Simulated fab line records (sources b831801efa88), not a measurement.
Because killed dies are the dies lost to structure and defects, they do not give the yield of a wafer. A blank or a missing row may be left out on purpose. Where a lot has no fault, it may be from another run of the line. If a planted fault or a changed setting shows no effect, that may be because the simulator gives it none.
What tool caused it?    flow gf180mcu    33 wafers from 11 lots sampled at 6 of the route's 602 steps

WHAT THE GAUGES READ, wafer by wafer
GF_V3_THK_MEAS_01. Usual: for V3_CVD_00_THK the level is 597 nm and the standard deviation is 7.7.
lot   measured      on             V3_CVD_00_THK (nm)  flag
L321  day 22 00:20  film_metro-02  597 600 601         
L325  day 23 04:49  film_metro-02  595 601 602         
L327  day 24 04:50  film_metro-03  611 610 603         
L332  day 26 00:25  film_metro-02  588 593 588         
L335  day 26 12:56  film_metro-03  605 612 608         
L336  day 26 20:59  film_metro-03  601 598 597         
L338  day 27 08:04  film_metro-02  605 595 611         
L339  day 27 19:40  film_metro-04  597 600 596         
L340  day 27 23:56  film_metro-04  609 601 604         
L341  day 28 04:20  film_metro-03  592 600 589         
L343  day 28 23:43  film_metro-04  586 585 582         

GF_M4_RS_MEAS_05: measures by four-point-probe. Usual: for M4_ALCU_RS the level is 0.0698 ohm/sq and the standard deviation is 0.00082.
lot   measured      on             M4_ALCU_RS (ohm/sq)   flag
L321  day 23 01:03  film_metro-04  0.0701 0.0683 0.0684  
L325  day 24 05:11  film_metro-02  0.0732 0.0747 0.0740  OFF
L327  day 25 04:47  film_metro-04  0.0742 0.0733 0.0722  OFF
L332  day 26 23:31  film_metro-04  0.0704 0.0686 0.0703  
L335  day 27 12:14  film_metro-02  0.0691 0.0692 0.0705  
L336  day 27 19:15  film_metro-01  0.0700 0.0698 0.0698  
L338  day 28 07:26  film_metro-02  0.0696 0.0691 0.0689  
L339  day 28 18:06  film_metro-01  0.0701 0.0692 0.0693  
L340  day 28 21:46  film_metro-04  0.0711 0.0696 0.0702  
L341  day 29 02:32  film_metro-04  0.0697 0.0708 0.0699  
L343  day 29 19:56  film_metro-01  0.0708 0.0700 0.0697  

GF_M4_THK_MEAS_06: measures by xrf. Usual: for M4_ALCU_THK the level is 454 nm and the standard deviation is 5.5.
lot   measured      on             M4_ALCU_THK (nm)  flag
L321  day 23 01:09  film_metro-04  449 465 462       
L325  day 24 05:18  film_metro-02  434 425 431       OFF
L327  day 25 04:54  film_metro-04  424 432 436       OFF
L332  day 26 23:37  film_metro-04  447 460 447       
L335  day 27 12:22  film_metro-02  457 460 452       
L336  day 27 19:22  film_metro-01  458 455 456       
L338  day 28 07:31  film_metro-02  457 458 459       
L339  day 28 18:13  film_metro-01  454 461 461       
L340  day 28 21:53  film_metro-04  445 451 449       
L341  day 29 02:37  film_metro-04  455 446 449       
L343  day 29 20:03  film_metro-01  446 452 454       

WHAT TOOL EACH LOT RAN ON (gives the tool, then ch and the chambers of the sampled wafers, and finally the start)
lot   GF_V3_CVD_02                     GF_M4_SPUTTER_02              GF_M4_SPUTTER_04
L321  pecvd-03 ch 0,1,2, day 22 00:23  pvd_sputter-02, day 23 00:55  pvd_sputter-02, day 23 00:58
L325  pecvd-04 ch 0,2, day 23 04:52    pvd_sputter-01, day 24 05:05  pvd_sputter-01, day 24 05:08
L327  pecvd-01 ch 0,1, day 24 04:53    pvd_sputter-01, day 25 04:41  pvd_sputter-01, day 25 04:44
L332  pecvd-03 ch 0,1,2, day 26 00:29  pvd_sputter-04, day 26 23:22  pvd_sputter-04, day 26 23:25
L335  pecvd-04 ch 1,2, day 26 13:00    pvd_sputter-02, day 27 12:09  pvd_sputter-02, day 27 12:12
L336  pecvd-03 ch 1,2, day 26 21:02    pvd_sputter-02, day 27 19:10  pvd_sputter-02, day 27 19:13
L338  pecvd-03 ch 0,1,2, day 27 08:08  pvd_sputter-01, day 28 07:17  pvd_sputter-01, day 28 07:20
L339  pecvd-04 ch 0,1,2, day 27 19:43  pvd_sputter-01, day 28 18:01  pvd_sputter-01, day 28 18:04
L340  pecvd-03 ch 1,2, day 27 23:59    pvd_sputter-02, day 28 21:40  pvd_sputter-02, day 28 21:43
L341  pecvd-03 ch 0,1,2, day 28 04:24  pvd_sputter-02, day 29 02:23  pvd_sputter-02, day 29 02:26
L343  pecvd-01 ch 1,2, day 28 23:46    pvd_sputter-01, day 29 19:50  pvd_sputter-01, day 29 19:53
- GF_V3_CVD_02: deposits SiO2 from TEOS, target thk 850 nm, time 94.851 s.
- GF_M4_SPUTTER_02: material AlCu, target thk 450 nm, time 23.9 s.
- GF_M4_SPUTTER_04: material TiN, target thk 50 nm, time 41.7 s.

AS READ BY THE TOOLS THEMSELVES (means over the sampled wafers that have a number; for cases with no such wafer, the mark the record gives instead)
GF_V3_CVD_02. Usual: heater_power_w 649 W, standard deviation 77; rf_fwd_power_W 595.8 W, standard deviation 2.3.
lot   tool      heater_power_w (W)  rf_fwd_power_W (W)  flag
L321  pecvd-03  659                 596.8               
L325  pecvd-04  559                 597.0               
L327  pecvd-01  696                 596.7               
L332  pecvd-03  562                 596.3               
L335  pecvd-04  643                 594.3               
L336  pecvd-03  642                 597.0               
L338  pecvd-03  576                 595.7               
L339  pecvd-04  650                 593.4               
L340  pecvd-03  631                 594.9               
L341  pecvd-03  630                 596.7               
L343  pecvd-01  761                 596.7               

GF_M4_SPUTTER_02. Usual: cathode_dc_power_W 10600 W, standard deviation 1.7; throttle_valve_pct 29.9 %, standard deviation 0.67.
lot   tool            cathode_dc_power_W (W)  throttle_valve_pct (%)  flag
L321  pvd_sputter-02  10601                   29.5                    
L325  pvd_sputter-01  9989                    30.0                    OFF
L327  pvd_sputter-01  9989                    30.0                    OFF
L332  pvd_sputter-04  10600                   30.4                    
L335  pvd_sputter-02  10602                   30.4                    
L336  pvd_sputter-02  10600                   29.7                    
L338  pvd_sputter-01  10600                   29.8                    
L339  pvd_sputter-01  10601                   30.1                    
L340  pvd_sputter-02  10598                   30.1                    
L341  pvd_sputter-02  10599                   30.0                    
L343  pvd_sputter-01  10599                   29.8                    

GF_M4_SPUTTER_04. Usual: cathode_dc_power_W 6499.9 W, standard deviation 1.1; throttle_valve_pct 29.9 %, standard deviation 0.66.
lot   tool            cathode_dc_power_W (W)  throttle_valve_pct (%)  flag
L321  pvd_sputter-02  6499.3                  29.8                    
L325  pvd_sputter-01  6499.3                  29.9                    
L327  pvd_sputter-01  6499.3                  30.1                    
L332  pvd_sputter-04  6499.1                  30.3                    
L335  pvd_sputter-02  6500.7                  30.4                    
L336  pvd_sputter-02  6500.4                  29.7                    
L338  pvd_sputter-01  6501.1                  30.0                    
L339  pvd_sputter-01  6500.5                  30.1                    
L340  pvd_sputter-02  6498.8                  30.0                    
L341  pvd_sputter-02  6498.7                  30.1                    
L343  pvd_sputter-01  6500.4                  29.8                    

THE ANSWER, worked out from the rows above alone
Rule: a lot counts as off when the mean over its wafers that have a number is more than 3 standard deviations away from the usual mean. A lot without any number at a reading at which 4 lots or more have one is off too. Any other lot the step has rows for is counted as sound. After the gauges, taken in route order, come the tools' own readings; for these a lot's mean is taken, as printed above. The first step at which some lot is off is used, and at that step the reading that is off furthest; a lot without a number counts as furthest.
Off: at GF_M4_RS_MEAS_05 (M4_ALCU_RS), L325, L327.
A tool fits if, at a process step before that reading, it ran every lot that is off, and no sound lot after the first of them. The gauges at GF_M4_RS_MEAS_05 aren't tried: what is off there is off at GF_M4_SPUTTER_02 too, on other tools, and a gauge's error can't cause that. Not one of the candidates tried fits.

WHAT THE SIMULATOR PUT IN
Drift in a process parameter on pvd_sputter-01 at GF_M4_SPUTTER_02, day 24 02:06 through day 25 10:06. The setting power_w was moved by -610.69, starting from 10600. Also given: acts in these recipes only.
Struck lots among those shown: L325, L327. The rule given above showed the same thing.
